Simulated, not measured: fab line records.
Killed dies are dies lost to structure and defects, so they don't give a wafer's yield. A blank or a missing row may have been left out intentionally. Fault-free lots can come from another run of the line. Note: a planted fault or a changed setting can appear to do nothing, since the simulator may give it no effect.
Chamber matching / flow gf180mcu / 4 sister chambers for GF_CONTACT_CMP_04 on cmp-02
The step polishes SiO2. 4 wafers are shown with their chamber, then 7 later ones without.

== WAFERS PAIRED WITH THEIR CHAMBERS ==
wafer=L644.2; chamber=2; motor_current_A (A)=12.1
wafer=L645.5; chamber=3; motor_current_A (A)=12.2
wafer=L651.2; chamber=0; motor_current_A (A)=12.7
wafer=L651.4; chamber=1; motor_current_A (A)=10.9

== WAFERS WITH NO CHAMBER GIVEN ==
wafer=L651.5; motor_current_A (A)=12.4
wafer=L655.1; motor_current_A (A)=10.3
wafer=L655.2; motor_current_A (A)=12.3
wafer=L655.4; motor_current_A (A)=11.5
wafer=L659.2; motor_current_A (A)=13.1
wafer=L659.4; motor_current_A (A)=10.9
wafer=L659.6; motor_current_A (A)=10.9

== WHICH CHAMBER EACH WENT THROUGH ==
wafer=L651.5; from the rows above=can't be placed: 3 or 0 or 2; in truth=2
wafer=L655.1; from the rows above=1; in truth=1
wafer=L655.2; from the rows above=can't be placed: 3 or 2 or 0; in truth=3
wafer=L655.4; from the rows above=can't be placed: 1 or 2 or 3 or 0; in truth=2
wafer=L659.2; from the rows above=can't be placed: 0 or 3 or 2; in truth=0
wafer=L659.4; from the rows above=1; in truth=1
wafer=L659.6; from the rows above=1; in truth=1
Placed correctly: 3 of 7. Unplaceable from these rows: 4, with the true chamber sitting among the candidates in 4. Wrongly placed: 0.
How it was worked out, from the rows above alone: a wafer's distance from a chamber is the root of the sum, over the readings, of the square of ((its reading less the chamber's mean) divided by the reading's scatter). The wafer belongs to the nearest chamber; if the next one is less than 2 further off, it can't be placed. A chamber's mean is the mean of its shown wafers. The scatter: with one shown wafer a chamber, the root of the mean of the squares of how far each hidden wafer lies from its nearest shown one.
